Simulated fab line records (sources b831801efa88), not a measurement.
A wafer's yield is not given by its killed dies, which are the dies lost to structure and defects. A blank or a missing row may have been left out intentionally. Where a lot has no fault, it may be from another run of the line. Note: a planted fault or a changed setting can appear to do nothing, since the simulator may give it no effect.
fab line records | flow sfq_line
record: lots: 13 | wafers: 39 | last_day: 90
route steps=325 shown I2@104
lots that met no fault: taken from a fault-free run of the same line
start_h: hours from the record's first day to the start of the lot's first wafer shown | wait_h: how many hours have passed since the lot's step before this one | " same as the row above | L1.1+2: a single row standing in for several wafers | - no value, or no start given | * or withheld: withheld | < > ~ a bound
route shown NAME@n: NAME is a module with steps in the file, n the number in the route of the first one | usual: mean/standard deviation of fault-free wafers | same: alike in all rows | chamber/n: place in a boat | sites: readings site by site | _std_site: their standard deviation | _edge_site: inner sites' mean taken away from outer sites' mean | radius_mm: how far each site lies from the wafer's centre | mask NAME#n: copy n | behind: the most recent tool/chamber to have shaped the wafer | hold: cause of the lot's hold/its duration in hours/its outcome | device: whichever transistor did not switch (one of n, p or np) | end of line: the route-end tests of the same wafers | a step with no rows: only its recipe | killed: dies lost to structure and defects at the first sort, not the wafer's yield | map: a wafer's dies, x killed, . not, _ none there
set.NAME: the setting the step ran with; set.NAME@STEP: the setting that earlier step ran with | model.NAME: the simulator's own value behind a step, which no gauge read
one table for each step of the route and one row for each wafer, over a sample of lots
services: from which hour (start_h, from the record's first day; less than 0 if before it) a tool's chamber was out of use, for how many hours, and why
== steps ==
step: SFQ_TRILAYER_I2_CMP_CMP_064
recipe: material: SiO2 | down_force_psi: 3 | platen_rpm: 60 | pad_velocity_m_s: 0.94248
usual: motor_current_A: 10.4/1.3 | time_to_endpoint_s: 213/8.2
lot.wafer | tool   | chamber | start_h | wait_h | motor_current_A | time_to_endpoint_s
L559.3    | cmp-01 | 3       | 553.36  | 4.7    | 10.9            | 212
L559.4    | "      | 0       | "       | "      | 8.9             | 218
L559.2    | "      | 2       | 554.86  | 6.2    | 10.2            | 193
L560.4    | cmp-01 | 0       | 559.36  | 9.0    | 8.6             | 227
L560.3    | "      | 1       | "       | "      | 10.0            | 207
L560.6    | "      | 0       | 561.36  | 11.0   | 8.9             | 227
L561.1    | cmp-01 | 0       | 568.36  | 10.4   | 9.1             | 221
L561.2    | "      | 1       | "       | "      | 9.5             | 201
L561.3    | "      | 3       | 569.86  | 11.9   | 10.4            | 213
L564.2    | cmp-02 | 3       | 776.14  | 60.2   | 12.9            | 215
L564.4    | "      | 0       | "       | "      | 10.3            | 233
L564.5    | "      | 3       | 778.14  | 62.2   | 12.1            | 219
L565.1    | cmp-02 | 2       | 782.14  | 57.7   | 9.3             | 207
L565.6    | "      | 2       | 784.14  | 59.7   | 8.9             | 218
L565.5    | "      | 3       | "       | "      | 12.3            | 214
L566.4    | cmp-01 | 3       | 782.50  | 55.6   | 11.1            | 216
L566.1    | "      | 0       | "       | "      | 9.1             | 211
L566.5    | "      | 0       | 785.00  | 58.1   | 8.6             | 218
L568.2    | cmp-02 | 3       | 788.14  | 56.5   | 12.4            | 202
L568.4    | "      | 1       | 789.14  | 57.5   | 12.9            | 217
L568.6    | "      | 3       | 790.14  | 58.5   | 12.1            | 210
L569.1    | cmp-01 | 0       | 789.00  | 53.8   | 9.2             | 212
L569.4    | "      | 2       | 790.00  | 54.7   | 10.4            | 204
L569.5    | "      | 0       | 791.00  | 55.7   | 8.9             | 221
L571.1    | cmp-01 | 3       | 795.00  | 44.2   | 10.2            | 205
L571.2    | "      | 0       | "       | "      | 8.8             | 210
L571.5    | "      | 3       | 797.00  | 46.1   | 10.3            | 209
L573.2    | cmp-01 | 0       | 808.00  | 41.4   | 9.1             | 278
L573.5    | "      | 1       | "       | "      | 9.6             | 219
L573.6    | "      | 2       | "       | "      | 9.7             | 202
L577.1    | cmp-02 | 0       | 831.14  | 21.1   | 10.0            | 232
L577.4    | "      | 1       | "       | "      | 13.0            | 222
L577.6    | "      | 3       | 832.64  | 22.5   | 12.2            | 223
L579.1    | cmp-02 | 1       | 839.40  | 7.3    | 12.0            | 209
L579.4    | "      | 3       | 840.40  | 8.2    | 12.2            | 213
L579.6    | "      | 0       | "       | "      | 10.4            | 215
L580.1    | cmp-02 | 3       | 845.90  | 5.2    | 12.8            | 204
L580.2    | "      | 0       | "       | "      | 10.4            | 224
L580.6    | "      | 1       | "       | "      | 13.0            | 217
step: SFQ_TRILAYER_I2_METRO_MEASURE_065
usual: thk_nm: 199.3/1.2
lot.wafer | tool          | chamber | start_h | wait_h | thk_nm
L559.2    | film_metro-01 | -       | 556.68  | 0.3    | 198.6
L559.3    | "             | -       | "       | "      | 198.6
L559.4    | "             | -       | "       | "      | 201.3
L560.3    | film_metro-01 | -       | 562.88  | 0.5    | 199.9
L560.4    | "             | -       | "       | "      | 200.1
L560.6    | "             | -       | "       | "      | 202.0
L561.1    | film_metro-01 | -       | 571.48  | 0.1    | 201.5
L561.2    | "             | -       | "       | "      | 198.7
L561.3    | "             | -       | "       | "      | 200.3
L564.2    | film_metro-03 | -       | 779.46  | 0.3    | 200.6
L564.4    | "             | -       | "       | "      | 200.2
L564.5    | "             | -       | "       | "      | 200.0
L565.1    | film_metro-03 | -       | 785.26  | 0.1    | 199.3
L565.5    | "             | -       | "       | "      | 199.3
L565.6    | "             | -       | "       | "      | 200.1
L566.1    | film_metro-02 | -       | 785.62  | 0.1    | 199.8
L566.4    | "             | -       | "       | "      | 199.7
L566.5    | "             | -       | "       | "      | 199.6
L568.2    | film_metro-03 | -       | 791.46  | 0.3    | 199.3
L568.4    | "             | -       | "       | "      | 199.3
L568.6    | "             | -       | "       | "      | 200.1
L569.1    | film_metro-01 | -       | 791.62  | 0.1    | 199.2
L569.4    | "             | -       | "       | "      | 197.0
L569.5    | "             | -       | "       | "      | 199.5
L571.1    | film_metro-02 | -       | 797.62  | 0.1    | 200.2
L571.2    | "             | -       | "       | "      | 200.3
L571.5    | "             | -       | "       | "      | 201.5
L573.2    | film_metro-02 | -       | 809.82  | 0.3    | 305.5
L573.5    | "             | -       | "       | "      | 199.4
L573.6    | "             | -       | "       | "      | 199.2
L577.1    | film_metro-02 | -       | 833.26  | 0.1    | 200.2
L577.4    | "             | -       | "       | "      | 198.6
L577.6    | "             | -       | "       | "      | 200.6
L579.1    | film_metro-02 | -       | 842.02  | 0.1    | 198.5
L579.4    | "             | -       | "       | "      | 198.6
L579.6    | "             | -       | "       | "      | 199.4
L580.1    | film_metro-01 | -       | 848.02  | 0.1    | 200.1
L580.2    | "             | -       | "       | "      | 200.6
L580.6    | "             | -       | "       | "      | 200.5
step: SFQ_TRILAYER_I2_VIA_ETCH_VIA_ETCH_070
recipe: target: SiO2 | stop_on: Nb | mask_material: PR | taper_deg: 20 | chemistry: CHF3 | target_depth_nm: 260 | source_w: 500 | bias_w: 80 | pressure_mtorr: 30 | time_s: withheld
usual: drypump_motor_current_A: 5.6/0.36 | oes_product_au: 0.853/0.0055
lot.wafer | tool        | chamber | start_h | wait_h | drypump_motor_current_A | oes_product_au
L559.2    | rie_diel-03 | 0       | 705.34  | 0.0    | 5.3                     | 0.855
L559.3    | "           | 1       | "       | "      | 5.7                     | 0.848
L559.4    | "           | 2       | "       | "      | 6.2                     | 0.856
L560.3    | rie_diel-01 | 3       | 707.74  | 0.0    | 5.2                     | 0.857
L560.4    | "           | 0       | "       | "      | 5.4                     | 0.863
L560.6    | "           | 3       | "       | "      | 5.2                     | 0.860
L561.1    | rie_diel-02 | 3       | 711.34  | 0.0    | 5.8                     | 0.859
L561.2    | "           | 1       | "       | "      | 4.9                     | 0.857
L561.3    | "           | 2       | "       | "      | 5.8                     | 0.867
L564.2    | rie_diel-01 | 2       | 782.79  | 0.0    | 6.0                     | 0.854
L564.4    | "           | 3       | "       | "      | 5.1                     | 0.853
L564.5    | "           | 3       | "       | "      | 5.1                     | 0.856
L565.1    | rie_diel-03 | 2       | 789.90  | 0.0    | 6.2                     | 0.851
L565.5    | "           | 1       | "       | "      | 5.7                     | 0.856
L565.6    | "           | 2       | "       | "      | 6.2                     | 0.859
L566.1    | rie_diel-01 | 1       | 909.01  | 0.0    | 5.8                     | 0.851
L566.4    | "           | 3       | "       | "      | 5.1                     | 0.848
L566.5    | "           | 0       | "       | "      | 5.4                     | 0.843
L568.2    | rie_diel-03 | 3       | 919.81  | 0.0    | 5.3                     | 0.853
L568.4    | "           | 2       | "       | "      | 6.2                     | 0.855
L568.6    | "           | 0       | "       | "      | 5.3                     | 0.862
L569.1    | rie_diel-02 | 2       | 922.21  | 0.0    | 5.8                     | 0.848
L569.4    | "           | 0       | "       | "      | 5.5                     | 0.851
L569.5    | "           | 1       | "       | "      | 4.9                     | 0.855
L571.1    | rie_diel-02 | 2       | 930.95  | 0.0    | 5.8                     | 0.855
L571.2    | "           | 1       | "       | "      | 4.9                     | 0.851
L571.5    | "           | 3       | "       | "      | 5.7                     | 0.858
L573.2    | rie_diel-02 | 1       | 946.55  | 0.0    | 4.9                     | 0.991
L573.5    | "           | 0       | "       | "      | 5.5                     | 0.847
L573.6    | "           | 1       | "       | "      | 4.9                     | 0.847
L577.1    | rie_diel-02 | 1       | 977.87  | 0.0    | 4.9                     | 0.856
L577.4    | "           | 3       | "       | "      | 5.8                     | 0.854
L577.6    | "           | 3       | "       | "      | 5.8                     | 0.848
L579.1    | rie_diel-01 | 2       | 992.27  | 0.0    | 5.9                     | 0.850
L579.4    | "           | 1       | "       | "      | 5.8                     | 0.850
L579.6    | "           | 2       | "       | "      | 6.0                     | 0.859
L580.1    | rie_diel-03 | 3       | 997.19  | 0.0    | 5.3                     | 0.866
L580.2    | "           | 2       | "       | "      | 6.2                     | 0.851
L580.6    | "           | 0       | "       | "      | 5.3                     | 0.850
== services ==
tool   | chamber | start_h | hours | kind
cmp-02 | -       | 554.58  | 8.3   | pm
cmp-02 | -       | 575.40  | 4.0   | pm
cmp-02 | -       | 592.27  | 1.0   | repair
cmp-02 | -       | 594.86  | 1.4   | repair
cmp-02 | -       | 613.31  | 1.8   | repair
cmp-01 | -       | 623.28  | 0.5   | repair
cmp-02 | -       | 625.18  | 4.0   | repair
cmp-01 | -       | 641.63  | 8.7   | repair
cmp-02 | -       | 654.57  | 1.2   | repair
cmp-01 | -       | 656.22  | 0.6   | repair
cmp-01 | -       | 660.06  | 1.8   | repair
cmp-01 | -       | 719.83  | 28.4  | pm
cmp-01 | -       | 748.78  | 1.2   | repair
cmp-01 | -       | 751.27  | 4.0   | pm
cmp-01 | -       | 809.50  | 6.6   | pm
cmp-02 | -       | 835.47  | 3.4   | repair
cmp-01 | -       | 837.85  | 0.6   | repair
cmp-02 | -       | 854.54  | 4.6   | pm
cmp-02 | -       | 861.05  | 1.3   | repair
cmp-01 | -       | 886.31  | 4.0   | pm
cmp-01 | -       | 890.49  | 5.2   | repair
cmp-01 | -       | 895.38  | 0.4   | repair
cmp-01 | -       | 930.39  | 0.2   | repair
cmp-01 | -       | 967.68  | 6.0   | repair
== key ==
first_sign: step: SFQ_TRILAYER_I2_CMP_CMP_064 | reading: time_to_endpoint_s | direction: up | sigmas: 7.9 | usual: * | struck: *
effect: step: SFQ_TRILAYER_I2_METRO_MEASURE_065 | reading: thk_nm | direction: up | sigmas: 90 | usual: 199.3 | struck: 305.5
effect: step: SFQ_TRILAYER_I2_VIA_ETCH_VIA_ETCH_070 | reading: oes_product_au | direction: up | sigmas: 25 | usual: 0.853 | struck: 0.991
met_at SFQ_TRILAYER_I2_CMP_CMP_064
struck_lots L573
struck_wafers L573.2
onset_between 795.00 808.00
fault: kind: process_parameter_drift | tool: cmp-01 | chamber: - | onset_h: 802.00 | steps: SFQ_TRILAYER_I2_CMP_CMP_064 | channel: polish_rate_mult | offset: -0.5 | shape: step | end_h: 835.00 | scope: struck_wafers_only
